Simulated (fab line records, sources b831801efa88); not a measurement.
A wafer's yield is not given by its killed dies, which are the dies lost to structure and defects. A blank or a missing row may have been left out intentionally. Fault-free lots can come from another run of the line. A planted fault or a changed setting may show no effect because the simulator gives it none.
Which tool did it? | flow sky130 | route of 708 steps, sampled at 1 step: 12 lots, 36 wafers

WHAT THE GAUGES SHOWED, per wafer
SKY_CONTACT_CD_MEAS_14: the cd target is 170 nm.
lot  | measured     | on        | cd nm (nm)
L799 | day 32 19:01 | cd sem-01 | 170.8 168.4 170.9
L800 | day 32 23:20 | cd sem-01 | 168.0 168.9 170.0
L803 | day 33 07:38 | cd sem-01 | 173.1 172.9 174.0
L808 | day 34 15:13 | cd sem-01 | 168.0 168.2 167.1
L809 | day 34 19:32 | cd sem-01 | 170.3 170.5 170.5
L810 | day 35 03:59 | cd sem-02 | 171.0 170.8 169.7
L816 | day 36 22:38 | cd sem-01 | 172.0 172.0 171.3
L818 | day 37 14:35 | cd sem-02 | 168.2 167.5 167.9
L819 | day 38 05:19 | cd sem-01 | 169.1 167.4 168.2
L820 | day 39 00:33 | cd sem-02 | 168.6 169.9 170.3
L821 | day 39 00:55 | cd sem-01 | 173.0 171.6 170.7
L822 | day 39 03:33 | cd sem-02 | 169.8 169.3 168.6

EACH LOT AND THE TOOL THAT RAN IT (in order: tool; ch and the chambers of the sampled wafers; start)
The record holds no process step before these readings.

WHAT THE TOOLS THEMSELVES READ (means of the sampled wafers that have a number; where no wafer has one, the mark that the record gives instead)
The record holds no such reading with a usual standard deviation.

THE ANSWER, worked out from the rows above alone
Rule: the usual values come from the lots themselves. The widest of any qualifying gaps counts: lots, ordered by their means at a reading, are off when they make up no more than a third of the lots, leave a main group of 4 or more, and stand apart from it by 3 or more times the standard deviation of that group's means. A main group whose means are all the same, to the digits that the tables above print for the reading, isn't used. Also off: a lot with no number at a reading for which 4 or more lots have one. Any other lot the step has rows for is counted as sound. After the gauges, taken in route order, come the tools' own readings; for these a lot's mean is taken, as printed above. At the first step where some lot is off, the reading lying furthest off is the one used; lots without a number count as furthest.
No lot is off on any of the readings shown, so nothing can be concluded from this.

WHAT THE SIMULATOR PUT IN
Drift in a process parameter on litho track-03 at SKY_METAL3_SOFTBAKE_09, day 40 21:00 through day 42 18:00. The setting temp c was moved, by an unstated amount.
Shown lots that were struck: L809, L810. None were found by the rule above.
